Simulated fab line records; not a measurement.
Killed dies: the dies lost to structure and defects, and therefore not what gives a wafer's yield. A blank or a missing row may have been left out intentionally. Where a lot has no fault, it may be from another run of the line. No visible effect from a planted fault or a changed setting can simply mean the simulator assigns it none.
Which tool was responsible? -- flow sky130 -- 12 lots (36 wafers sampled), 1 step of a 708-step route

WHAT THE GAUGES SHOWED, per wafer
SKY_CAP2M_OVL_MEAS_12.
lot,measured,on,CAP2M_OVL (nm)
L826,day 40 17:58,overlay-01,1.0 0.1 -0.3
L828,day 41 12:05,overlay-01,-1.1 -1.8 -1.5
L829,day 41 21:56,overlay-01,0.2 -0.9 -2.5
L832,day 42 18:29,overlay-01,-1.5 0.4 -0.1
L840,day 45 06:28,overlay-01,0.3 0.9 -1.0
L842,day 45 10:08,overlay-02,1.1 0.0 0.6
L841,day 45 12:41,overlay-02,-0.6 -0.4 -0.5
L844,day 46 00:05,overlay-02,-2.0 -2.0 0.6
L847,day 46 13:17,overlay-01,0.3 0.3 1.8
L846,day 46 17:45,overlay-01,1.5 1.1 0.8
L849,day 46 22:23,overlay-02,-0.3 2.1 1.8
L848,day 47 00:15,overlay-01,0.6 0.4 -1.2

WHICH TOOL RAN EACH LOT (tool, then ch and the chambers of the sampled wafers, then the start)
The record holds no process step before these readings.

WHAT THE TOOLS THEMSELVES READ (means of the sampled wafers that have a number; where no wafer has one, the mark that the record gives instead)
The record holds no such reading with a usual standard deviation.

THE ANSWER, worked out from the rows above alone
Rule: usual is defined by the lots themselves. The widest of any qualifying gaps counts: lots, ordered by their means at a reading, are off when they make up no more than a third of the lots, leave a main group of 4 or more, and stand apart from it by 3 or more times the standard deviation of that group's means. If all means in a main group match to the digits the tables above print for the reading, that group is not used. Also off: a lot with no number at a reading for which 4 or more lots have one. All remaining lots with rows at the step are treated as sound. The gauges are gone through in route order, then the tools' own readings, and for those a lot's mean is taken as printed above. At the first step where some lot is off, the reading lying furthest off is the one used; lots without a number count as furthest.
None of the lots is off at any reading shown; this tells nothing.

WHAT THE SIMULATOR HAD PUT IN
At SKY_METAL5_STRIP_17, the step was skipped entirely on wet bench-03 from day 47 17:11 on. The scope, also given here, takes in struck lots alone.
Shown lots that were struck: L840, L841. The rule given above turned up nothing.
